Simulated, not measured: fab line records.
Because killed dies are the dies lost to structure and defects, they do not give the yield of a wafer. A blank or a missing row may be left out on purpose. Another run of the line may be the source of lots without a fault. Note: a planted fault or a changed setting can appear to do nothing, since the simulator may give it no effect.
fab line records	flow gf180mcu
record: lots: 24	wafers: 72	last_day: 34
route steps=602 shown VT_IMPLANT@100 V2@398 M3@423 V3@452 M5@535
lots with no fault: from the same line, run without faults
start_h: hours from the record's opening day to when the first of the lot's shown wafers began	wait_h: hours elapsed since this lot's preceding step	" unchanged from the row above	L1.1+2: several wafers, shown together as one row	- either no value or no given start	* or withheld: withheld	< > ~ a bound
route shown NAME@n: NAME is a module with steps in the file, n the number in the route of the first one	usual: mean and standard deviation over wafers with no fault	same: alike in all rows	chamber/n: place in a boat	sites: per-site readings	_std_site: standard deviation across them	_edge_site: mean of outer sites minus mean of inner sites	radius_mm: how far each site lies from the wafer's centre	mask NAME#n: copy n	behind: the tool/chamber that last shaped the wafer	hold: reason for holding the lot/hours on hold/outcome of the hold	device: whichever transistor did not switch (one of n, p or np)	end of line: the route-end tests of the same wafers	a step given without rows: its recipe and nothing more	killed: count of dies lost to structure and defects at first sort (not the wafer's yield)	map: dies across one wafer; x = killed, . = not, _ = none there
set.NAME: the run value of the setting; set.NAME@STEP: its run value at that earlier step	model.NAME: the simulator's own value behind a step, which no gauge read
a sample of lots followed through the steps of the route, with each step as a table and each wafer as a row
services: when a tool's chamber went out of use (start_h, in hours from the record's first day, below 0 if earlier), for how many hours, and the reason
== steps ==
step: GF_VT_IMPLANT_TW_MEAS_10
usual: VT_IMPLANT_TW: 564.7/2.7
lot.wafer	tool	chamber	start_h	wait_h	VT_IMPLANT_TW
L074.2	film_metro-02	-	111.86	0.1	560.6
L074.4	"	-	"	"	563.2
L074.6	"	-	"	"	564.5
L075.3	film_metro-04	-	117.23	0.1	566.7
L075.4	"	-	"	"	563.3
L075.6	"	-	"	"	568.7
L076.1	film_metro-04	-	127.60	0.1	569.6
L076.3	"	-	"	"	566.1
L076.5	"	-	"	"	570.3
L077.4	film_metro-04	-	131.59	0.1	567.1
L077.5	"	-	"	"	569.2
L077.6	"	-	"	"	567.5
L078.2	film_metro-02	-	138.51	0.1	561.4
L078.5	"	-	"	"	563.3
L078.6	"	-	"	"	564.1
L079.1	film_metro-03	-	145.45	0.1	559.0
L079.4	"	-	"	"	564.4
L079.5	"	-	"	"	565.2
L080.2	film_metro-04	-	152.01	0.1	569.2
L080.3	"	-	"	"	567.4
L080.5	"	-	"	"	569.6
L081.1	film_metro-03	-	154.85	0.1	561.7
L081.2	"	-	"	"	566.4
L081.6	"	-	"	"	563.5
L082.3	film_metro-04	-	160.98	0.1	568.0
L082.5	"	-	"	"	570.6
L082.6	"	-	"	"	567.4
L083.2	film_metro-03	-	169.96	0.1	562.4
L083.5	"	-	"	"	561.2
L083.6	"	-	"	"	563.1
L084.1	film_metro-02	-	173.30	0.1	560.7
L084.2	"	-	"	"	564.8
L084.4	"	-	"	"	562.9
L085.2	film_metro-03	-	179.57	0.1	559.8
L085.3	"	-	"	"	565.3
L085.4	"	-	"	"	564.7
L086.1	film_metro-02	-	186.56	0.1	566.5
L086.3	"	-	"	"	566.5
L086.5	"	-	"	"	562.8
L087.1	film_metro-04	-	190.81	0.1	567.0
L087.4	"	-	"	"	561.0
L087.5	"	-	"	"	561.3
L088.2	film_metro-03	-	199.01	0.1	569.1
L088.3	"	-	"	"	561.7
L088.5	"	-	"	"	565.6
L089.2	film_metro-04	-	207.56	0.1	565.0
L089.5	"	-	"	"	568.2
L089.6	"	-	"	"	562.0
L090.1	film_metro-02	-	209.75	0.1	559.8
L090.2	"	-	"	"	562.4
L090.3	"	-	"	"	563.8
L091.2	film_metro-04	-	216.66	0.1	568.0
L091.5	"	-	"	"	563.4
L091.6	"	-	"	"	568.4
L092.3	film_metro-03	-	226.37	0.1	561.3
L092.5	"	-	"	"	564.4
L092.6	"	-	"	"	565.3
L093.1	film_metro-03	-	232.65	0.1	563.5
L093.4	"	-	"	"	563.2
L093.5	"	-	"	"	563.2
L094.1	film_metro-02	-	237.36	0.1	563.9
L094.4	"	-	"	"	563.4
L094.6	"	-	"	"	562.6
L095.2	film_metro-03	-	241.42	0.1	563.3
L095.4	"	-	"	"	567.1
L095.6	"	-	"	"	562.6
L096.2	film_metro-03	-	250.47	0.1	563.2
L096.3	"	-	"	"	564.5
L096.4	"	-	"	"	563.4
L097.2	film_metro-04	-	259.87	0.1	567.4
L097.3	"	-	"	"	567.6
L097.6	"	-	"	"	566.0
step: GF_VT_IMPLANT_OVL_MEAS_40
usual: VT_IMPLANT_03_OVL: 0.0/1.1
lot.wafer	tool	chamber	start_h	wait_h	VT_IMPLANT_03_OVL[nm]
L074.2	overlay-02	-	156.78	0.1	2.0
L074.4	"	-	"	"	2.2
L074.6	"	-	"	"	1.6
L075.3	overlay-02	-	164.18	0.1	-0.4
L075.4	"	-	"	"	0.7
L075.6	"	-	"	"	0.4
L076.1	overlay-02	-	174.13	0.1	-1.1
L076.3	"	-	"	"	-1.3
L076.5	"	-	"	"	-2.3
L077.4	overlay-01	-	178.95	0.1	1.4
L077.5	"	-	"	"	-0.4
L077.6	"	-	"	"	-1.1
L078.2	overlay-01	-	185.62	0.1	-1.7
L078.5	"	-	"	"	-1.1
L078.6	"	-	"	"	-0.6
L079.1	overlay-02	-	193.97	0.1	0.1
L079.4	"	-	"	"	-0.9
L079.5	"	-	"	"	-0.8
L080.2	overlay-01	-	201.68	0.1	1.5
L080.3	"	-	"	"	1.8
L080.5	"	-	"	"	0.4
L081.1	overlay-01	-	205.51	0.1	-0.6
L081.2	"	-	"	"	0.1
L081.6	"	-	"	"	-0.9
L082.3	overlay-02	-	210.68	0.1	-0.8
L082.5	"	-	"	"	-0.3
L082.6	"	-	"	"	-1.2
L083.2	overlay-02	-	220.43	0.1	1.1
L083.5	"	-	"	"	0.5
L083.6	"	-	"	"	1.2
L084.1	overlay-01	-	226.26	0.1	0.3
L084.2	"	-	"	"	0.2
L084.4	"	-	"	"	0.9
L085.2	overlay-02	-	230.42	0.1	-1.2
L085.3	"	-	"	"	0.3
L085.4	"	-	"	"	-1.0
L086.1	overlay-02	-	239.06	0.1	-0.2
L086.3	"	-	"	"	-0.3
L086.5	"	-	"	"	-0.5
L087.1	overlay-01	-	245.57	0.1	0.2
L087.4	"	-	"	"	0.0
L087.5	"	-	"	"	-0.9
L088.2	overlay-02	-	253.82	0.1	0.2
L088.3	"	-	"	"	-0.8
L088.5	"	-	"	"	-1.0
L089.2	overlay-02	-	262.97	0.1	0.3
L089.5	"	-	"	"	-0.7
L089.6	"	-	"	"	-0.5
L090.1	overlay-01	-	264.96	0.1	-1.6
L090.2	"	-	"	"	0.9
L090.3	"	-	"	"	-0.1
L091.2	overlay-02	-	273.02	0.1	0.8
L091.5	"	-	"	"	-0.1
L091.6	"	-	"	"	0.7
L092.3	overlay-02	-	283.33	0.1	-1.7
L092.5	"	-	"	"	-0.9
L092.6	"	-	"	"	-1.3
L093.1	overlay-02	-	290.62	0.1	-1.0
L093.4	"	-	"	"	-1.4
L093.5	"	-	"	"	-0.5
L094.1	overlay-02	-	296.07	0.1	-0.5
L094.4	"	-	"	"	0.4
L094.6	"	-	"	"	-0.9
L095.2	overlay-01	-	299.68	0.1	1.5
L095.4	"	-	"	"	1.4
L095.6	"	-	"	"	3.0
L096.2	overlay-01	-	310.77	0.1	-1.6
L096.3	"	-	"	"	-0.3
L096.4	"	-	"	"	0.4
L097.2	overlay-01	-	320.52	0.1	0.4
L097.3	"	-	"	"	0.5
L097.6	"	-	"	"	-0.5
step: GF_V2_ETCH_16
recipe: chemistry: N2/H2	target_depth_a: withheld	overetch_a: withheld	time_s: withheld	target: BARC	ion_energy_ev: 200	source_w: 500	bias_w: 100	pressure_mtorr: 30	n2_flow_sccm: 100	h2_flow_sccm: 200
usual: drypump_motor_current_A: 5.7/0.54	oes_product_au: 0.855/0.0053	throttle_valve_pct: 13.224/0.0095
lot.wafer	tool	chamber	start_h	wait_h	drypump_motor_current_A	oes_product_au	throttle_valve_pct
L074.2	rie_diel-03	0	462.71	0.0	5.6	0.853	13.241
L074.4	"	1	"	"	6.5	0.844	13.229
L074.6	"	0	"	"	5.6	0.865	13.213
L075.3	rie_diel-04	1	473.83	0.0	4.9	0.862	13.237
L075.4	"	0	"	"	6.2	0.855	13.225
L075.6	"	0	"	"	6.2	0.848	13.242
L076.1	rie_diel-04	1	494.06	0.0	4.9	0.850	13.240
L076.3	"	0	"	"	6.2	0.862	13.221
L076.5	"	0	"	"	6.2	0.859	13.231
L077.4	rie_diel-04	1	496.33	0.0	4.9	0.854	13.212
L077.5	"	3	"	"	6.5	0.852	13.211
L077.6	"	0	"	"	6.2	0.850	13.222
L078.2	rie_diel-04	3	506.32	0.0	6.5	0.860	13.224
L078.5	"	1	"	"	4.9	0.858	13.247
L078.6	"	2	"	"	5.7	0.849	13.218
L079.1	rie_diel-04	1	516.28	0.0	4.9	0.860	13.218
L079.4	"	3	"	"	6.5	0.851	13.230
L079.5	"	3	"	"	6.5	0.846	13.212
L080.2	rie_diel-04	3	523.12	0.0	6.5	0.856	13.233
L080.3	"	0	"	"	6.2	0.862	13.222
L080.5	"	1	"	"	4.9	0.853	13.223
L081.1	rie_diel-01	1	530.76	0.0	5.1	0.853	13.220
L081.2	"	2	"	"	5.3	0.858	13.231
L081.6	"	2	"	"	5.3	0.851	13.236
L082.3	rie_diel-04	1	534.63	0.0	4.9	0.855	13.227
L082.5	"	2	"	"	5.7	0.850	13.229
L082.6	"	1	"	"	4.9	0.862	13.227
L083.2	rie_diel-01	2	549.53	0.0	5.3	0.861	13.223
L083.5	"	2	"	"	5.3	0.863	13.236
L083.6	"	3	"	"	5.9	0.853	13.232
L085.2	rie_diel-01	2	559.00	0.0	5.3	0.861	13.231
L085.3	"	0	"	"	5.3	0.851	13.218
L085.4	"	3	"	"	6.0	0.855	13.218
L084.1	rie_diel-01	1	560.98	0.0	5.1	0.852	13.230
L084.2	"	0	"	"	5.3	0.859	13.235
L084.4	"	2	"	"	5.3	0.856	13.203
L086.1	rie_diel-01	1	572.38	0.0	5.1	0.849	13.228
L086.3	"	0	"	"	5.3	0.851	13.225
L086.5	"	2	"	"	5.3	0.851	13.214
L087.1	rie_diel-01	3	579.70	0.0	6.0	0.858	13.229
L087.4	"	1	"	"	5.1	0.856	13.223
L087.5	"	1	"	"	5.1	0.855	13.220
L088.2	rie_diel-04	3	587.55	0.0	6.5	0.850	13.195
L088.3	"	2	"	"	5.7	0.848	13.227
L088.5	"	3	"	"	6.5	0.850	13.229
L089.2	rie_diel-01	0	595.93	0.0	5.3	0.863	13.218
L089.5	"	2	"	"	5.3	0.854	13.230
L089.6	"	1	"	"	5.1	0.857	13.222
L090.1	rie_diel-03	0	597.20	0.0	5.6	0.850	13.211
L090.2	"	1	"	"	6.5	0.855	13.209
L090.3	"	2	"	"	5.9	0.853	13.226
L091.2	rie_diel-04	0	612.36	0.0	6.1	0.853	13.219
L091.5	"	1	"	"	4.9	0.856	13.238
L091.6	"	2	"	"	5.7	0.865	13.235
L092.3	rie_diel-04	0	622.71	0.0	6.2	0.858	13.215
L092.5	"	0	"	"	6.2	0.862	13.211
L092.6	"	2	"	"	5.7	0.850	13.221
L093.1	rie_diel-03	3	633.73	0.0	6.6	0.854	13.222
L093.4	"	2	"	"	5.9	0.851	13.229
L093.5	"	1	"	"	6.5	0.851	13.218
L094.1	rie_diel-04	1	636.18	0.0	4.9	0.856	13.212
L094.4	"	0	"	"	6.2	0.852	13.228
L094.6	"	3	"	"	6.5	0.856	13.227
L095.2	rie_diel-01	0	637.51	0.0	5.3	0.845	13.240
L095.4	"	3	"	"	5.9	0.857	13.234
L095.6	"	2	"	"	5.3	0.864	13.232
L096.2	rie_diel-01	3	651.35	0.0	6.0	0.845	13.226
L096.3	"	1	"	"	5.1	0.855	13.219
L096.4	"	2	"	"	5.3	0.852	13.232
L097.2	rie_diel-01	3	659.58	0.0	6.0	0.849	13.222
L097.3	"	0	"	"	5.3	0.859	13.231
L097.6	"	0	"	"	5.3	0.851	13.222
step: GF_M3_CD_MEAS_14
recipe: target_cd_nm: 280
usual: cd_nm: 280.1/1.3
lot.wafer	tool	chamber	start_h	wait_h	cd_nm
L074.2	cd_sem-02	-	488.13	0.1	281.8
L074.4	"	-	"	"	282.1
L074.6	"	-	"	"	281.3
L075.3	cd_sem-02	-	498.81	0.1	281.2
L075.4	"	-	"	"	280.9
L075.6	"	-	"	"	280.6
L076.1	cd_sem-02	-	519.01	0.1	280.5
L076.3	"	-	"	"	279.9
L076.5	"	-	"	"	279.4
L077.4	cd_sem-02	-	521.72	0.1	277.7
L077.5	"	-	"	"	278.2
L077.6	"	-	"	"	279.5
L078.2	cd_sem-02	-	532.04	0.1	279.6
L078.5	"	-	"	"	278.0
L078.6	"	-	"	"	278.4
L079.1	cd_sem-02	-	540.41	0.1	281.9
L079.4	"	-	"	"	279.7
L079.5	"	-	"	"	279.9
L080.2	cd_sem-01	-	546.88	0.1	281.2
L080.3	"	-	"	"	281.5
L080.5	"	-	"	"	281.4
L081.1	cd_sem-02	-	555.26	0.1	281.3
L081.2	"	-	"	"	279.9
L081.6	"	-	"	"	281.9
L082.3	cd_sem-01	-	558.50	0.1	279.6
L082.5	"	-	"	"	279.6
L082.6	"	-	"	"	280.7
L083.2	cd_sem-02	-	573.49	0.1	280.8
L083.5	"	-	"	"	280.9
L083.6	"	-	"	"	281.0
L085.2	cd_sem-01	-	581.98	0.1	278.4
L085.3	"	-	"	"	278.7
L085.4	"	-	"	"	277.9
L084.1	cd_sem-02	-	584.26	0.1	282.1
L084.2	"	-	"	"	281.6
L084.4	"	-	"	"	281.2
L086.1	cd_sem-02	-	595.42	0.1	281.5
L086.3	"	-	"	"	280.1
L086.5	"	-	"	"	280.6
L087.1	cd_sem-02	-	602.32	0.1	279.8
L087.4	"	-	"	"	280.1
L087.5	"	-	"	"	279.7
L088.2	cd_sem-02	-	610.08	0.1	279.7
L088.3	"	-	"	"	279.7
L088.5	"	-	"	"	279.9
L089.2	cd_sem-01	-	618.43	0.1	280.2
L089.5	"	-	"	"	280.0
L089.6	"	-	"	"	280.8
L090.1	cd_sem-02	-	619.46	0.1	282.2
L090.2	"	-	"	"	281.7
L090.3	"	-	"	"	282.3
L091.2	cd_sem-01	-	634.83	0.1	281.9
L091.5	"	-	"	"	281.8
L091.6	"	-	"	"	282.0
L092.3	cd_sem-02	-	644.60	0.1	279.4
L092.5	"	-	"	"	279.9
L092.6	"	-	"	"	280.1
L093.1	cd_sem-02	-	654.86	0.1	281.4
L093.4	"	-	"	"	281.4
L093.5	"	-	"	"	281.2
L094.1	cd_sem-02	-	657.47	0.1	278.4
L094.4	"	-	"	"	278.2
L094.6	"	-	"	"	277.8
L095.2	cd_sem-02	-	659.23	0.1	279.2
L095.4	"	-	"	"	280.3
L095.6	"	-	"	"	280.2
L096.2	cd_sem-02	-	673.04	0.1	279.6
L096.3	"	-	"	"	281.6
L096.4	"	-	"	"	279.2
L097.2	cd_sem-01	-	680.68	0.1	277.9
L097.3	"	-	"	"	277.4
L097.6	"	-	"	"	277.1
step: GF_V3_CVD_23
recipe: material: W	target_thk_nm: 350	time_s: 104.9	temp_c: 400	pressure_torr: 40
usual: chamber_pressure_Torr: 39.99/0.092	heater_power_w: 927/130
lot.wafer	tool	chamber	start_h	wait_h	chamber_pressure_Torr	heater_power_w	since_wet_clean_h
L074.2	cvd_w-02	1	514.42	0.0	40.06	868	610
L074.4	"	0	"	"	39.94	1145	-
L074.6	"	1	"	"	40.11	846	-
L075.3	cvd_w-02	1	524.33	0.1	40.03	894	-
L075.4	"	0	"	"	39.96	1137	-
L075.6	"	1	"	"	40.12	876	-
L076.1	cvd_w-01	1	544.02	0.0	40.05	851	140
L076.3	"	0	"	"	40.20	839	-
L076.5	"	1	"	"	39.93	862	-
L077.4	cvd_w-01	1	547.24	0.1	40.03	835	-
L077.5	"	0	"	"	40.03	815	-
L077.6	"	1	"	"	40.02	844	-
L078.2	cvd_w-01	1	557.82	0.0	40.05	844	154
L078.5	"	1	"	"	40.03	856	-
L078.6	"	0	"	"	39.99	821	-
L079.1	cvd_w-02	1	565.45	0.0	39.92	922	661
L079.4	"	1	"	"	39.91	860	-
L079.5	"	1	"	"	40.18	882	-
L080.2	cvd_w-01	1	571.30	0.0	40.03	860	167
L080.3	"	1	"	"	39.99	861	-
L080.5	"	1	"	"	40.12	876	-
L081.1	cvd_w-02	0	579.18	0.0	40.21	1138	675
L081.2	"	1	"	"	39.96	872	675
L081.6	"	1	"	"	39.96	861	-
L082.3	cvd_w-01	1	581.97	0.1	40.09	867	-
L082.5	"	1	"	"	40.08	886	-
L082.6	"	0	"	"	39.90	826	-
L083.2	cvd_w-01	0	597.34	0.0	40.00	815	193
L083.5	"	1	"	"	39.99	859	-
L083.6	"	0	"	"	39.92	830	-
L085.2	cvd_w-02	1	605.45	0.0	39.89	865	701
L085.3	"	1	"	"	39.90	877	-
L085.4	"	0	"	"	40.04	1126	-
L084.1	cvd_w-01	1	607.88	0.0	39.88	860	204
L084.2	"	0	"	"	40.03	828	204
L084.4	"	0	"	"	39.94	843	-
L086.1	cvd_w-01	0	619.11	0.0	40.02	827	215
L086.3	"	1	"	"	39.90	861	-
L086.5	"	1	"	"	39.97	866	-
L087.1	cvd_w-02	1	625.72	0.0	40.06	874	722
L087.4	"	0	"	"	39.92	1151	-
L087.5	"	1	"	"	39.87	922	-
L088.2	cvd_w-01	0	632.74	0.0	40.01	833	229
L088.3	"	1	"	"	39.92	858	-
L088.5	"	0	"	"	39.98	825	-
L090.1	cvd_w-01	1	641.78	0.0	40.04	866	238
L090.2	"	0	"	"	40.07	828	238
L090.3	"	1	"	"	39.86	856	-
L089.2	cvd_w-02	0	642.46	0.0	39.94	1151	738
L089.5	"	1	"	"	39.99	892	-
L089.6	"	0	"	"	39.99	1134	-
L091.2	cvd_w-01	1	657.46	0.0	40.04	876	253
L091.5	"	0	"	"	40.09	858	-
L091.6	"	1	"	"	40.11	888	-
L092.3	cvd_w-02	1	667.13	0.1	39.84	885	-
L092.5	"	0	"	"	39.94	1168	-
L092.6	"	1	"	"	39.90	901	-
L093.1	cvd_w-01	0	677.01	0.0	39.86	819	273
L093.4	"	1	"	"	40.18	885	-
L093.5	"	0	"	"	39.90	800	-
L094.1	cvd_w-02	0	679.78	0.0	39.93	1160	776
L094.4	"	0	"	"	39.91	1161	-
L094.6	"	0	"	"	39.98	1174	-
L095.2	cvd_w-02	1	681.33	0.0	40.02	860	777
L095.4	"	0	"	"	40.12	1172	-
L095.6	"	1	"	"	39.86	876	-
L096.2	cvd_w-02	0	694.91	0.0	39.83	1133	791
L096.3	"	1	"	"	39.93	890	-
L096.4	"	0	"	"	39.96	1152	-
L097.2	cvd_w-01	0	702.11	0.0	39.95	831	298
L097.3	"	0	"	"	40.10	810	-
L097.6	"	0	"	"	39.99	807	-
step: GF_M5_ETCH_09
recipe: chemistry: CF4/O2	target: Si3N4	target_depth_nm: 52	source_w: 800	bias_w: 150	pressure_mtorr: 150	cf4_flow_sccm: 80	O2_flow_sccm: 10	time_s: 11.6
usual: drypump_motor_current_A: 5.5/0.43	oes_product_au: 0.999/0.0089	throttle_valve_pct: 5.970/0.0098
lot.wafer	tool	chamber	start_h	wait_h	drypump_motor_current_A	oes_product_au	rf_hours_counter_h	throttle_valve_pct
L074.2	rie_diel-01	2	608.33	0.0	5.3	0.997	4	5.988
L074.4	"	0	"	"	5.3	0.983	-	5.958
L074.6	"	2	"	"	5.3	1.003	-	5.968
L075.3	rie_diel-01	3	616.97	0.0	5.9	1.001	41	5.962
L075.4	"	0	"	"	5.3	0.985	17	5.968
L075.6	"	0	"	"	5.3	0.990	-	5.961
L076.1	rie_diel-02	3	634.62	0.0	5.3	0.994	6	5.959
L076.3	"	1	"	"	5.7	1.001	-	5.959
L076.5	"	1	"	"	5.7	0.999	-	5.975
L077.4	rie_diel-02	1	637.14	0.0	5.7	0.994	-	5.982
L077.5	"	3	"	"	5.3	0.987	-	5.956
L077.6	"	1	"	"	5.7	0.998	-	5.993
L078.2	rie_diel-02	3	646.87	0.0	5.3	0.985	7	5.964
L078.5	"	3	"	"	5.2	0.991	-	5.981
L078.6	"	1	"	"	5.7	1.009	-	5.954
L079.1	rie_diel-01	2	651.97	0.0	5.3	1.014	6	5.968
L079.4	"	3	"	"	6.0	1.016	42	5.971
L079.5	"	0	"	"	5.3	1.006	-	5.965
L080.2	rie_diel-02	1	659.93	0.0	5.7	0.992	12	5.983
L080.3	"	1	"	"	5.7	1.001	-	5.956
L080.5	"	1	"	"	5.7	1.006	-	5.959
L081.1	rie_diel-01	1	665.43	0.0	5.1	1.015	24	5.976
L081.2	"	0	"	"	5.3	0.987	19	5.956
L081.6	"	3	"	"	5.9	0.998	-	5.972
L082.3	rie_diel-04	3	666.97	0.0	6.5	1.005	46	5.966
L082.5	"	0	"	"	6.2	0.998	-	5.990
L082.6	"	3	"	"	6.5	1.005	-	5.954
L083.2	rie_diel-01	2	682.68	0.0	5.3	0.987	6	5.971
L083.5	"	3	"	"	5.9	1.013	-	5.968
L083.6	"	0	"	"	5.3	0.987	-	5.962
L085.2	rie_diel-01	3	690.07	0.0	6.0	1.000	43	5.979
L085.3	"	2	"	"	5.3	1.006	6	5.971
L085.4	"	0	"	"	5.3	0.995	19	5.977
L084.1	rie_diel-01	3	692.70	0.0	6.0	1.008	43	5.974
L084.2	"	1	"	"	5.1	1.003	25	5.967
L084.4	"	2	"	"	5.3	1.006	7	5.970
L086.1	rie_diel-01	3	702.55	0.0	6.0	0.997	44	5.956
L086.3	"	1	"	"	5.1	1.006	25	5.979
L086.5	"	2	"	"	5.3	1.002	-	5.974
L087.1	rie_diel-04	3	707.43	0.0	6.5	1.017	47	5.988
L087.4	"	1	"	"	4.9	0.997	10	5.982
L087.5	"	3	"	"	6.5	1.005	-	5.951
L088.2	rie_diel-02	2	714.45	0.0	4.9	1.000	3	5.973
L088.3	"	1	"	"	5.7	0.996	14	5.968
L088.5	"	2	"	"	4.8	0.991	-	5.968
L090.1	rie_diel-01	1	721.93	0.0	5.1	0.999	26	5.971
L090.2	"	2	"	"	5.3	1.006	8	5.978
L090.3	"	3	"	"	6.0	0.997	45	5.963
L089.2	rie_diel-02	0	722.88	0.0	6.0	1.003	2	5.962
L089.5	"	1	"	"	5.7	1.005	-	5.980
L089.6	"	0	"	"	6.0	1.000	-	5.972
L091.2	rie_diel-01	1	736.27	0.0	5.1	1.002	27	5.970
L091.5	"	1	"	"	5.1	1.006	-	5.960
L091.6	"	0	"	"	5.3	0.997	-	5.956
L092.3	rie_diel-04	2	743.98	0.0	5.7	1.004	10	5.972
L092.5	"	2	"	"	5.7	0.998	-	5.982
L092.6	"	1	"	"	4.9	1.000	-	5.978
L093.1	rie_diel-02	1	753.37	0.0	5.7	1.009	17	5.994
L093.4	"	2	"	"	4.8	1.003	6	5.989
L093.5	"	0	"	"	6.0	0.984	-	5.958
L094.1	rie_diel-02	1	755.67	0.0	5.7	0.988	17	5.970
L094.4	"	3	"	"	5.3	0.989	11	5.965
L094.6	"	3	"	"	5.3	0.995	-	5.975
L095.2	rie_diel-04	1	756.38	0.0	4.9	1.007	12	5.962
L095.4	"	0	"	"	6.1	1.009	21	5.966
L095.6	"	2	"	"	5.7	0.999	-	5.982
L096.2	rie_diel-01	1	769.63	0.0	5.1	0.993	28	5.972
L096.3	"	2	"	"	5.2	1.008	10	5.960
L096.4	"	3	"	"	6.0	1.000	47	5.966
L097.2	rie_diel-02	0	773.45	0.0	5.9	0.997	4	5.974
L097.3	"	2	"	"	4.9	1.011	7	5.970
L097.6	"	2	"	"	4.9	1.010	-	5.975
== services ==
tool	chamber	start_h	hours	kind
rie_diel-01	2	447.48	2.5	repair
rie_diel-04	2	494.95	8.2	repair
rie_diel-01	1	509.14	1.4	repair
rie_diel-02	0	602.09	2.9	repair
rie_diel-01	1	602.65	10.3	repair
rie_diel-02	1	605.75	5.6	repair
rie_diel-04	3	622.18	10.5	repair
rie_diel-02	0	625.50	15.3	repair
rie_diel-01	2	628.65	6.7	repair
rie_diel-02	2	630.24	10.7	repair
rie_diel-04	1	644.84	6.1	repair
rie_diel-02	2	644.90	16.0	repair
cvd_w-02	-	657.25	2.8	pm
rie_diel-04	1	672.71	1.7	repair
cvd_w-02	1	675.32	4.8	repair
rie_diel-02	0	695.38	7.3	repair
cvd_w-01	1	709.24	17.3	repair
rie_diel-02	0	711.40	9.4	repair
rie_diel-02	3	720.57	6.8	repair
rie_diel-04	1	735.21	3.8	repair
cvd_w-02	-	745.53	6.0	pm
rie_diel-04	1	756.51	1.8	repair
rie_diel-01	2	766.50	2.2	repair
rie_diel-01	0	772.50	14.7	repair
== key ==
fault none
